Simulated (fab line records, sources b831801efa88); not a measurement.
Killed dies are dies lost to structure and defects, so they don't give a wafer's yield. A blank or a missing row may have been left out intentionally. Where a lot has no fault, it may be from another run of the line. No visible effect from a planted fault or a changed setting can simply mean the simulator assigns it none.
fab line records | flow sky130
[record] lots = 14 wafers = 42 lastDay = 50
route steps=708 shown RES_PROTECT@214 POLY_GATE@227 LDD_N@244
lots with no fault: from the same line, run without faults
startH: hours from the record's first day to the start of the lot's first wafer shown | waitH: how many hours have passed since the lot's step before this one | " the same as in the row above | L1.1+2: one row covering several wafers at once | - no value present, or no start provided | * or withheld: withheld | < > ~ a bound
route shown NAME@n: a module of which the file shows steps, and the number in the route of the first | usual: mean/standard deviation of fault-free wafers | same: alike in all rows | chamber/n: place in a boat | sites: per-site readings | _std_site: standard deviation of those values | _edge_site: inner sites' mean taken away from outer sites' mean | radiusMm: for every site, how far away it sits from the centre of the wafer | mask NAME#n: copy n | behind: the tool/chamber that last shaped the wafer | hold: why the lot went on hold/how many hours it stayed there/how the hold came to an end | device: the n, p or np transistor that did not switch | end of line: the route-end tests of the same wafers | a step given without rows: its recipe and nothing more | killed: count of dies lost to structure and defects at first sort (not the wafer's yield) | map: dies across one wafer; x = killed, . = not, _ = none there
set.NAME: the setting that was run; set.NAME@STEP: the one run at that earlier step | model.NAME: the simulator's own value behind a step, which no gauge read
route steps across a sampled set of lots; one table per step, one row per wafer
services: the hour from which a tool's chamber was out of use, counted from the record's first day as startH (under 0 if before that day), plus the number of hours and why
[[steps]]
[step SKY_RES_PROTECT_STRIP_07]
[recipe] chemistry = O2/N2 powerW = 1400 pressureMtorr = 1500 platenTempC = withheld o2FlowSccm = 3000 n2FlowSccm = 300 overashFraction = 0.5
[usual] drypumpMotorCurrentA = 5.6/0.31 o2FlowSccm = 3000/8.2 oesProductAu = 0.517/0.0046 stripTimeToEndpointS = 23.32/0.047
[same] overashFraction = 0.5
// columns lot.wafer tool chamber startH waitH drypumpMotorCurrentA o2FlowSccm oesProductAu rfHoursCounterH stripTimeToEndpointS
L908.2 plasmaAsher-01 1 353.64 0.1 5.7 3013 0.518 21 23.34
L908.3 " 1 " " 5.7 3005 0.520 - 23.35
L908.6 " 1 " " 5.7 3000 0.517 - 23.25
L907.1 plasmaAsher-03 0 354.13 0.1 5.1 3009 0.522 56 23.36
L907.4 " 1 " " 5.9 3003 0.522 - 23.39
L907.6 " 1 " " 5.9 2993 0.526 - 23.34
L909.3 plasmaAsher-01 0 368.31 0.1 5.6 3001 0.517 - 23.35
L909.5 " 0 " " 5.6 3016 0.522 - 23.34
L909.6 " 1 " " 5.7 2987 0.519 - 23.32
L910.3 plasmaAsher-01 1 381.20 0.1 5.7 3000 0.515 - 23.31
L910.4 " 0 " " 5.5 3016 0.513 - 23.40
L910.5 " 1 " " 5.8 3003 0.522 - 23.32
L912.1 plasmaAsher-01 1 396.23 0.1 5.7 3006 0.513 25 23.36
L912.4 " 1 " " 5.7 3004 0.524 - 23.35
L912.6 " 0 " " 5.5 3004 0.520 - 23.36
L913.2 plasmaAsher-02 1 405.64 0.1 6.1 2997 0.523 66 23.34
L913.4 " 0 " " 5.4 2997 0.520 - 23.31
L913.6 " 1 " " 6.0 2998 0.517 - 23.33
L914.2 plasmaAsher-01 0 406.02 0.1 5.6 2997 0.517 26 23.34
L914.3 " 0 " " 5.6 2988 0.521 - 23.38
L914.5 " 0 " " 5.6 3009 0.525 - 23.37
L917.4 plasmaAsher-03 1 430.10 0.1 5.9 3019 0.524 - 23.30
L917.5 " 0 " " 5.1 3007 0.520 - 23.28
L917.6 " 1 " " 5.9 2996 0.506 - 23.33
L923.2 plasmaAsher-03 0 472.94 0.1 5.1 2995 0.507 69 23.36
L923.3 " 0 " " 5.2 3002 0.519 - 23.36
L923.5 " 0 " " 5.1 3003 0.519 - 23.35
L924.1 plasmaAsher-03 0 478.52 0.1 5.1 2987 0.520 70 23.28
L924.3 " 0 " " 5.1 2995 0.522 - 23.31
L924.6 " 1 " " 5.9 3007 0.506 - 23.23
L927.2 plasmaAsher-03 1 503.99 0.1 5.9 3005 0.525 73 23.24
L927.3 " 0 " " 5.2 2997 0.517 - 23.23
L927.5 " 1 " " 5.8 2994 0.522 - 23.23
L928.1 plasmaAsher-03 1 516.59 0.1 5.9 2988 0.522 75 23.33
L928.3 " 0 " " 5.1 2994 0.512 - 23.34
L928.6 " 1 " " 5.8 3000 0.521 - 23.33
L929.1 plasmaAsher-01 1 519.77 0.1 5.7 2995 0.517 34 23.22
L929.3 " 1 " " 5.7 3002 0.518 - 23.21
L929.4 " 0 " " 5.6 3002 0.513 - 23.22
L930.1 plasmaAsher-03 1 525.13 0.1 5.8 2997 0.515 75 23.32
L930.3 " 1 " " 5.8 2991 0.521 - 23.30
L930.4 " 0 " " 5.1 2998 0.513 - 23.26
[step SKY_POLY_GATE_CD_MEAS_13]
[recipe] targetCdNm = 150
[usual] cdNm = 150.1/1.9
// columns lot.wafer tool chamber startH waitH cdNm
L908.2 cdSem-02 - 385.04 - 151.6
L908.3 " - " " 152.9
L908.6 " - " " 151.7
L907.1 cdSem-02 - 385.44 - 150.7
L907.4 " - " " 149.4
L907.6 " - " " 148.7
L909.3 cdSem-02 - 399.30 - 150.9
L909.5 " - " " 149.5
L909.6 " - " " 150.5
L910.3 cdSem-01 - 412.60 - 149.7
L910.4 " - " " 149.5
L910.5 " - " " 151.0
L912.1 cdSem-02 - 428.74 - 148.9
L912.4 " - " " 150.0
L912.6 " - " " 149.8
L913.2 cdSem-02 - 438.31 - 151.8
L913.4 " - " " 150.2
L913.6 " - " " 151.5
L914.2 cdSem-01 - 439.56 - 153.9
L914.3 " - " " 152.3
L914.5 " - " " 154.1
L917.4 cdSem-01 - 463.03 - 148.1
L917.5 " - " " 147.3
L917.6 " - " " 149.0
L923.2 cdSem-01 - 506.96 - 149.0
L923.3 " - " " 149.8
L923.5 " - " " 149.5
L924.1 cdSem-02 - 511.16 - 149.1
L924.3 " - " " 149.0
L924.6 " - " " 147.7
L927.2 cdSem-02 - 536.31 - 152.3
L927.3 " - " " 153.1
L927.5 " - " " 152.5
L928.1 cdSem-01 - 550.47 - 154.0
L928.3 " - " " 152.8
L928.6 " - " " 153.5
L929.1 cdSem-01 - 552.84 - 149.5
L929.3 " - " " 149.7
L929.4 " - " " 148.9
L930.1 cdSem-02 - 558.64 - 149.5
L930.3 " - " " 151.1
L930.4 " - " " 149.1
[step SKY_LDD_N_OVL_MEAS_07]
[usual] LDD_N_OVL = 0.6/1.2
// columns lot.wafer tool chamber startH waitH LDD_N_OVL[nm]
L907.1 overlay-01 - 418.71 0.1 0.4
L907.4 " - " " -1.3
L907.6 " - " " -1.0
L908.2 overlay-02 - 418.88 0.1 1.3
L908.3 " - " " -0.5
L908.6 " - " " 1.2
L909.3 overlay-02 - 431.78 0.1 -2.0
L909.5 " - " " 0.5
L909.6 " - " " -0.5
L910.3 overlay-02 - 445.19 0.1 -0.5
L910.4 " - " " -0.2
L910.5 " - " " -1.1
L912.1 overlay-01 - 462.28 0.1 1.5
L912.4 " - " " 2.1
L912.6 " - " " 0.9
L913.2 overlay-01 - 471.08 0.1 0.5
L913.4 " - " " 2.7
L913.6 " - " " 1.2
L914.2 overlay-02 - 472.89 0.1 0.3
L914.3 " - " " 1.0
L914.5 " - " " 0.3
L917.4 overlay-01 - 495.83 0.1 2.2
L917.5 " - " " 0.7
L917.6 " - " " -0.8
L923.2 overlay-01 - 538.42 0.1 -0.6
L923.3 " - " " 0.4
L923.5 " - " " -0.4
L924.1 overlay-01 - 543.41 0.1 1.4
L924.3 " - " " 3.1
L924.6 " - " " 1.1
L927.2 overlay-02 - 568.42 0.1 -0.5
L927.3 " - " " 1.5
L927.5 " - " " 1.6
L928.1 overlay-01 - 582.82 0.1 -0.8
L928.3 " - " " 1.7
L928.6 " - " " -0.2
L929.1 overlay-02 - 584.62 0.1 -0.5
L929.3 " - " " 0.0
L929.4 " - " " 1.0
L930.1 overlay-02 - 591.77 0.1 1.0
L930.3 " - " " 0.9
L930.4 " - " " 1.1
[step SKY_LDD_N_IMPLANT_10]
[recipe] species = As energyKev = 20 doseCm2 = 7.5e+13 tiltDeg = withheld rotationDeg = 203
[usual] beamEnergyKeV = 20.000/0.0068 beamOnS = 10.01/0.22
// columns lot.wafer tool chamber startH waitH beamEnergyKeV beamOnS
L907.1 implanter-01 0 419.05 0.1 19.999 9.76
L907.4 " 0 " " 19.991 9.86
L907.6 " 0 " " 20.004 9.82
L908.2 implanter-04 0 419.23 0.1 20.000 10.09
L908.3 " 0 " " 20.008 9.91
L908.6 " 0 " " 20.007 9.96
L909.3 implanter-03 0 432.16 0.1 20.000 9.90
L909.5 " 0 " " 20.000 9.90
L909.6 " 0 " " 20.007 9.95
L910.3 implanter-01 0 445.57 0.1 19.998 10.51
L910.4 " 0 " " 20.013 9.76
L910.5 " 0 " " 20.000 10.19
L912.1 implanter-03 0 462.62 0.1 19.999 9.81
L912.4 " 0 " " 20.004 10.00
L912.6 " 0 " " 20.002 9.80
L913.2 implanter-03 0 471.43 0.1 19.994 10.67
L913.4 " 0 " " 19.993 9.87
L913.6 " 0 " " 20.000 10.07
L914.2 implanter-03 0 473.24 0.1 20.013 10.47
L914.3 " 0 " " 20.013 10.07
L914.5 " 0 " " 20.017 10.16
L917.4 implanter-03 0 496.22 0.1 20.000 10.03
L917.5 " 0 " " 19.995 9.96
L917.6 " 0 " " 19.997 9.97
L923.2 implanter-03 - 538.78 0.1 - -
L923.3 " - " " - -
L923.5 " - " " - -
L924.1 implanter-01 - 544.05 0.1 - -
L924.3 " - " " - -
L924.6 " - " " - -
L927.2 implanter-04 0 568.77 0.1 19.993 9.66
L927.3 " 0 " " 19.992 9.98
L927.5 " 0 " " 20.000 9.79
L928.1 implanter-01 0 583.15 0.1 19.999 10.24
L928.3 " 0 " " 19.993 9.87
L928.6 " 0 " " 19.996 10.28
L929.1 implanter-03 0 584.95 0.1 20.006 9.99
L929.3 " 0 " " 19.993 9.83
L929.4 " 0 " " 19.993 10.02
L930.1 implanter-03 0 592.10 0.1 20.009 10.24
L930.3 " 0 " " 20.007 10.39
L930.4 " 0 " " 20.017 9.83
[step SKY_LDD_N_STRIP_16]
[recipe] chemistry = O2/N2 powerW = 1400 pressureMtorr = 1500 platenTempC = withheld o2FlowSccm = 3000 n2FlowSccm = 300 overashFraction = 0.5
[usual] drypumpMotorCurrentA = 5.6/0.32 o2FlowSccm = 3000/8.6 oesProductAu = 0.407/0.0044 stripTimeToEndpointS = 4.319/0.016
[same] overashFraction = 0.5
// columns lot.wafer tool chamber startH waitH drypumpMotorCurrentA o2FlowSccm oesProductAu rfHoursCounterH stripTimeToEndpointS
L907.1 plasmaAsher-02 0 419.95 0.1 5.4 3008 0.415 67 4.313
L907.4 " 0 " " 5.4 3011 0.404 - 4.325
L907.6 " 1 " " 6.0 3000 0.407 - 4.339
L908.2 plasmaAsher-04 0 420.11 0.1 5.4 2991 0.407 74 4.350
L908.3 " 1 " " 5.9 3003 0.406 - 4.332
L908.6 " 0 " " 5.4 3005 0.410 - 4.329
L909.3 plasmaAsher-04 1 433.04 0.1 5.9 2991 0.419 - 4.339
L909.5 " 1 " " 5.9 3003 0.409 - 4.320
L909.6 " 0 " " 5.4 3017 0.422 - 4.314
L910.3 plasmaAsher-03 1 446.45 0.1 5.9 3004 0.403 - 4.330
L910.4 " 0 " " 5.1 3014 0.408 - 4.323
L910.5 " 0 " " 5.1 3004 0.408 - 4.328
L912.1 plasmaAsher-04 1 463.52 0.1 5.9 2998 0.406 78 4.309
L912.4 " 0 " " 5.4 2998 0.405 - 4.326
L912.6 " 1 " " 5.9 2993 0.406 - 4.316
L913.2 plasmaAsher-04 0 472.31 0.1 5.4 3006 0.404 80 4.339
L913.4 " 1 " " 5.9 2993 0.408 - 4.331
L913.6 " 1 " " 5.9 2998 0.407 - 4.337
L914.2 plasmaAsher-02 0 474.12 0.1 5.4 3008 0.409 5 4.346
L914.3 " 0 " " 5.4 2996 0.401 - 4.324
L914.5 " 0 " " 5.4 2993 0.411 - 4.328
L917.4 plasmaAsher-03 1 497.08 0.1 5.9 3003 0.406 - 4.358
L917.5 " 0 " " 5.1 3012 0.411 - 4.357
L917.6 " 1 " " 5.9 2996 0.404 - 4.353
L923.2 plasmaAsher-02 0 539.65 0.1 5.4 3002 0.408 12 4.137
L923.3 " 1 " " 6.0 3002 0.414 - 4.151
L923.5 " 0 " " 5.4 2997 0.414 - 4.134
L924.1 plasmaAsher-04 1 544.95 0.1 5.9 3005 0.412 87 4.124
L924.3 " 1 " " 5.9 2995 0.401 - 4.138
L924.6 " 0 " " 5.4 2987 0.406 - 4.134
L927.2 plasmaAsher-04 0 569.65 0.1 5.4 2991 0.404 89 4.305
L927.3 " 0 " " 5.4 2989 0.412 - 4.307
L927.5 " 1 " " 5.9 3020 0.412 - 4.300
L928.1 plasmaAsher-03 0 584.05 0.1 5.1 2982 0.403 82 4.311
L928.3 " 1 " " 5.9 3009 0.406 - 4.287
L928.6 " 0 " " 5.1 2991 0.404 - 4.298
L929.1 plasmaAsher-04 1 585.85 0.1 5.9 2987 0.408 92 4.333
L929.3 " 0 " " 5.4 2995 0.409 - 4.320
L929.4 " 1 " " 5.9 2994 0.404 - 4.330
L930.1 plasmaAsher-04 0 593.00 0.1 5.4 2992 0.401 92 4.318
L930.3 " 1 " " 5.9 3002 0.406 - 4.326
L930.4 " 0 " " 5.4 2996 0.405 - 4.323
[step SKY_LDD_N_TW_MEAS_17]
[usual] LDD_N_TW = 2563/22
// columns lot.wafer tool chamber startH waitH LDD_N_TW
L907.1 filmMetro-02 - 420.05 0.1 2541
L907.4 " - " " 2555
L907.6 " - " " 2537
L908.2 filmMetro-03 - 420.22 0.1 2560
L908.3 " - " " 2544
L908.6 " - " " 2538
L909.3 filmMetro-01 - 433.13 0.1 2591
L909.5 " - " " 2585
L909.6 " - " " 2575
L910.3 filmMetro-01 - 446.54 0.1 2597
L910.4 " - " " 2592
L910.5 " - " " 2587
L912.1 filmMetro-03 - 463.62 0.1 2561
L912.4 " - " " 2548
L912.6 " - " " 2537
L913.2 filmMetro-02 - 472.42 0.1 2567
L913.4 " - " " 2560
L913.6 " - " " 2560
L914.2 filmMetro-01 - 474.23 0.1 2602
L914.3 " - " " 2607
L914.5 " - " " 2597
L917.4 filmMetro-02 - 497.18 0.1 2564
L917.5 " - " " 2548
L917.6 " - " " 2552
L923.2 filmMetro-02 - 539.76 0.1 2414
L923.3 " - " " 2425
L923.5 " - " " 2410
L924.1 filmMetro-03 - 545.05 0.1 2417
L924.3 " - " " 2415
L924.6 " - " " 2415
L927.2 filmMetro-03 - 569.76 0.1 2531
L927.3 " - " " 2534
L927.5 " - " " 2528
L928.1 filmMetro-03 - 584.15 0.1 2542
L928.3 " - " " 2543
L928.6 " - " " 2564
L929.1 filmMetro-03 - 585.95 0.1 2556
L929.3 " - " " 2555
L929.4 " - " " 2563
L930.1 filmMetro-01 - 593.10 0.1 2580
L930.3 " - " " 2585
L930.4 " - " " 2579
[[services]]
// columns tool chamber startH hours kind
implanter-01 - 332.22 1.5 repair
implanter-01 - 347.82 20.6 repair
implanter-03 - 349.60 5.8 pm
implanter-01 - 368.38 3.9 pm
implanter-01 - 375.21 0.8 repair
plasmaAsher-02 - 377.59 6.4 repair
plasmaAsher-01 - 410.74 6.2 repair
plasmaAsher-02 - 421.25 9.0 pm
plasmaAsher-02 0 421.25 9.0 ventCycle
plasmaAsher-02 1 421.25 9.0 ventCycle
plasmaAsher-02 0 430.25 - clean
plasmaAsher-02 1 430.25 - clean
plasmaAsher-01 - 443.77 0.7 repair
plasmaAsher-01 - 451.79 28.1 pm
implanter-01 - 490.63 4.2 repair
plasmaAsher-01 - 500.99 8.5 repair
implanter-03 - 502.11 3.4 repair
implanter-03 - 535.33 1.1 repair
plasmaAsher-02 - 541.07 0.7 repair
implanter-03 - 553.65 0.6 repair
plasmaAsher-02 - 559.16 28.1 pm
implanter-04 - 583.46 4.0 pm
[[key]]
[firstSign] step = SKY_LDD_N_IMPLANT_10 reading = toolRecord direction = missing
[effect] step = SKY_LDD_N_STRIP_16 reading = stripTimeToEndpointS direction = down sigmas = 11 usual = * struck = *
[effect] step = SKY_LDD_N_TW_MEAS_17 reading = LDD_N_TW direction = down sigmas = 6.7 usual = 2563 struck = 2416
metAt SKY_LDD_N_IMPLANT_10
struckLots L923,L924
laterRowsLeftOut L923.2,L923.3,L923.5,L924.1,L924.3,L924.6
sortLeftOut L923.2,L923.3,L923.5,L924.1,L924.3,L924.6
testerLeftOut L923,L924
notActingAt SKY_RES_PROTECT_STRIP_07,SKY_POLY_GATE_CD_MEAS_13,SKY_LDD_N_OVL_MEAS_07
onsetBetween 496.22 538.78
[fault] kind = skippedStepWhole tool = implanter-01,implanter-03 chamber = - onsetH = 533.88 steps = SKY_LDD_N_IMPLANT_10 scope = struckLotsOnly
// testerLeftOut: of these lots the tester's yield and bins aren't shown, on N5 and GAA mostly nor the transistor test; their killed dies are dies lost to structure and defects alone, not to doping, threshold or leakage, so they don't give the yield
// sortLeftOut: the simulated sort isn't trusted on such a fault, so these wafers' sort isn't shown, and their yield isn't known
// laterRowsLeftOut: the simulator's readings of these wafers behind a module that went badly wrong aren't trusted and aren't shown, but for the sort
